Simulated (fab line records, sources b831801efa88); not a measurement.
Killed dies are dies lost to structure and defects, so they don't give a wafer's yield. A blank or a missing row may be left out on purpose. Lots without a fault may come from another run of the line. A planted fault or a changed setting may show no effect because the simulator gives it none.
A struck lot beside a sound one | flow gf180mcu | 14 steps out of a route of 602
Sound: wafers L189.2, L189.4, L189.5. Struck: wafers L194.2, L194.5, L194.6. The cause comes at the end.
At each step with rows: each side's tool, then ch and its chambers, then its first start. Under that, the readings that differ: sound wafers | struck wafers | difference of the means | sigmas: that difference in standard deviations of wafers without a fault.
alike: readings whose means differ by less than 2 such deviations, and words and numbers that are the same on both sides. not compared: withheld readings, readings that some wafer has no value for, bounds like >300 that may hide the same value, and numbers for which the record gives no deviation and whose values overlap.
The two part at a step that has a row with sigmas, a row that says differs or no value, or rows on one side only. Numbers that don't overlap but have no deviation are shown without sigmas and don't part them. A reading that every wafer of one side lacks parts them only if that side has two wafers or more.

GF_CONTACT_THK_MEAS_01:
  sound on film_metro-01, day 21 03:34; struck on film_metro-03, day 22 17:49
  alike: CONTACT_CVD_00_THK
GF_CONTACT_CVD_02: deposits SiO2 from TEOS, target thk 860 nm, time 95.992 s.
  sound on pecvd-04 ch 0,1, day 21 03:37; struck on pecvd-02 ch 0,1,2, day 22 17:52
  alike: heater_power_w
GF_CONTACT_THK_MEAS_03:
  sound on film_metro-03, day 21 03:42; struck on film_metro-01, day 22 17:57
  alike: CONTACT_CVD_02_THK
GF_CONTACT_CMP_04: polishes SiO2.
  sound on cmp-02 ch 0,2,3, day 21 03:45; struck on cmp-01 ch 0,1,2, day 22 18:09
  alike: head_pressure_psi, motor_current_A, time_to_endpoint_s
GF_CONTACT_BOW_MEAS_05:
  sound on film_metro-01, day 21 04:04; struck on film_metro-04, day 22 18:19
  alike: CONTACT_BOW
then, 7 steps without rows for these wafers: GF_CONTACT_DEHYDRATE_06 (time 60 s); GF_CONTACT_HMDS_07 (prime time 60 s); GF_CONTACT_COAT_08; GF_CONTACT_COAT_09 (resist thk 1000 nm); GF_CONTACT_SOFTBAKE_10 (time 60 s); GF_CONTACT_EXPOSE_11 (exposes mask Contact, target cd 220 nm); GF_CONTACT_PEB_12 (peb time 90 s).
GF_CONTACT_DEVELOP_13: develop time 60 s.
  sound on litho_track-03 ch 0, day 22 03:26; struck on litho_track-01, day 23 16:41
  no value came back on the struck wafers for chill_plate_temp_C (C), develop_time_s (s); on the sound wafers chill_plate_temp_C (C) reads 22.97 22.87 22.94
  reading                                  | sound             | struck         | difference | sigmas
  model.KrF_of_CONTACT_COAT_09.thk_nm (nm) | 990.4 991.5 989.9 | 1005 1002 1001 | +12        |
GF_CONTACT_CD_MEAS_14: target cd 220 nm.
  sound on cd_sem-01, day 22 03:35; struck on cd_sem-01, day 23 16:50
  reading    | sound             | struck | difference                    | sigmas
  cd_nm (nm) | 220.2 220.3 221.4 | - - -  | no value on the struck wafers |

WHERE THEY PART
First at GF_CONTACT_DEVELOP_13; last, within this record, at GF_CONTACT_CD_MEAS_14.

WHY: what the simulator had put in
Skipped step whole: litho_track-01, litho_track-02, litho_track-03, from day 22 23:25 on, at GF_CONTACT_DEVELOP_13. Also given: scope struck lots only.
